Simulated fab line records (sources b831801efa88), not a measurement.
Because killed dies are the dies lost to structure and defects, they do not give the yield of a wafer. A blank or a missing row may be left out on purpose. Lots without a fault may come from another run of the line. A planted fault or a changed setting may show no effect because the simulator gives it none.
The tool behind it: which one?	flow sky130	Sampling: 12 lots, 36 wafers, 3 of 708 route steps

== WHAT THE GAUGES SHOWED, per wafer ==
SKY_VIA4_THK_MEAS_20: measures by xrf.
lot	measured	on	VIA4_W_THK (nm)
L357	day 42 23:07	film-metro-03	511 515 496
L358	day 43 06:44	film-metro-01	525 519 527
L359	day 43 09:00	film-metro-02	491 500 505
L360	day 43 14:34	film-metro-01	513 508 510
L363	day 44 12:01	film-metro-03	508 510 503
L364	day 44 21:13	film-metro-01	508 506 507
L375	day 47 13:37	film-metro-01	516 511 516
L376	day 48 01:38	film-metro-01	515 515 513
L377	day 48 03:05	film-metro-03	503 500 506
L378	day 48 11:56	film-metro-01	504 503 508
L379	day 48 13:13	film-metro-01	505 509 506
L380	day 48 19:26	film-metro-01	515 512 513

SKY_METAL5_THK_MEAS_06: measures by xrf.
lot	measured	on	METAL5_ALCU_THK (nm)
L357	day 42 23:46	film-metro-02	1174 1163 1167
L358	day 43 07:23	film-metro-01	1174 1176 1181
L359	day 43 09:38	film-metro-01	1161 1151 1159
L360	day 43 15:13	film-metro-04	1162 1164 1170
L363	day 44 12:40	film-metro-01	1145 1164 1146
L364	day 44 21:52	film-metro-01	1154 1158 1159
L375	day 47 14:16	film-metro-04	1135 1159 1153
L376	day 48 02:19	film-metro-02	1153 1156 1151
L377	day 48 03:43	film-metro-04	1143 1140 1157
L378	day 48 12:35	film-metro-01	1165 1172 1171
L379	day 48 13:52	film-metro-02	1159 1156 1156
L380	day 48 20:05	film-metro-04	1160 1157 1162

== WHICH TOOL RAN EACH LOT (tool, then ch and the chambers of the sampled wafers, then the start) ==
lot	SKY_METAL4_ETCH_16
L357	rie-metal-03 ch 0, day 41 21:22
L358	rie-metal-02 ch 0, day 42 04:33
L359	rie-metal-02 ch 0, day 42 07:00
L360	rie-metal-03 ch 0,1, day 42 12:35
L363	rie-metal-03 ch 0,1, day 43 10:47
L364	rie-metal-01 ch 0,1, day 43 21:18
L375	rie-metal-02 ch 1, day 46 15:28
L376	rie-metal-02 ch 0,1, day 47 03:29
L377	rie-metal-01 ch 0,1, day 47 05:17
L378	rie-metal-02 ch 0,1, day 47 14:46
L379	rie-metal-01 ch 0,1, day 47 15:52
L380	rie-metal-03 ch 0,1, day 47 22:35
- SKY_METAL4_ETCH_16: etches BARC in N2/H2, stops on SiO2, time 88.2 s, target depth 60 nm.

== WHAT THE TOOLS THEMSELVES READ (means of the sampled wafers that have a number; where no wafer has one, the mark that the record gives instead) ==
SKY_METAL4_ETCH_16.
lot	tool	bias-w (W)	chamber-pressure-mTorr (mTorr)	drypump-motor-current-A (A)	h2-flow-sccm (sccm)	oes-product-au (a.u.)	throttle-valve-pct (%)
L357	rie-metal-03	99.6	29.997	6.1	200.6	0.624	13.207
L358	rie-metal-02	99.8	29.987	4.7	198.9	0.624	13.200
L359	rie-metal-02	100.3	29.981	4.7	200.3	0.630	13.203
L360	rie-metal-03	100.2	30.009	5.7	199.6	0.628	13.210
L363	rie-metal-03	99.8	29.990	5.4	200.3	0.626	13.209
L364	rie-metal-01	100.2	30.000	5.8	199.6	0.623	13.204
L375	rie-metal-02	100.0	29.981	5.7	200.4	0.628	13.199
L376	rie-metal-02	99.7	29.985	5.1	200.2	0.622	13.205
L377	rie-metal-01	100.0	29.995	5.7	200.0	0.623	13.201
L378	rie-metal-02	99.9	30.018	5.1	200.2	0.628	13.201
L379	rie-metal-01	99.9	30.006	5.7	199.8	0.624	13.201
L380	rie-metal-03	99.6	29.973	5.4	200.0	0.627	13.202

== THE ANSWER, worked out from the rows above alone ==
Rule: the usual values come from the lots themselves. The widest of any qualifying gaps counts: lots, ordered by their means at a reading, are off when they make up no more than a third of the lots, leave a main group of 4 or more, and stand apart from it by 3 or more times the standard deviation of that group's means. If all means in a main group match to the digits the tables above print for the reading, that group is not used. Also off: a lot with no number at a reading for which 4 or more lots have one. Any other lot the step has rows for is counted as sound. After the gauges, taken in route order, come the tools' own readings; for these a lot's mean is taken, as printed above. The first step at which some lot is off is used, and at that step the reading that is off furthest; a lot without a number counts as furthest.
Nothing can be told from this: no lot is off at any reading shown.

== WHAT WAS PUT IN BY THE SIMULATOR ==
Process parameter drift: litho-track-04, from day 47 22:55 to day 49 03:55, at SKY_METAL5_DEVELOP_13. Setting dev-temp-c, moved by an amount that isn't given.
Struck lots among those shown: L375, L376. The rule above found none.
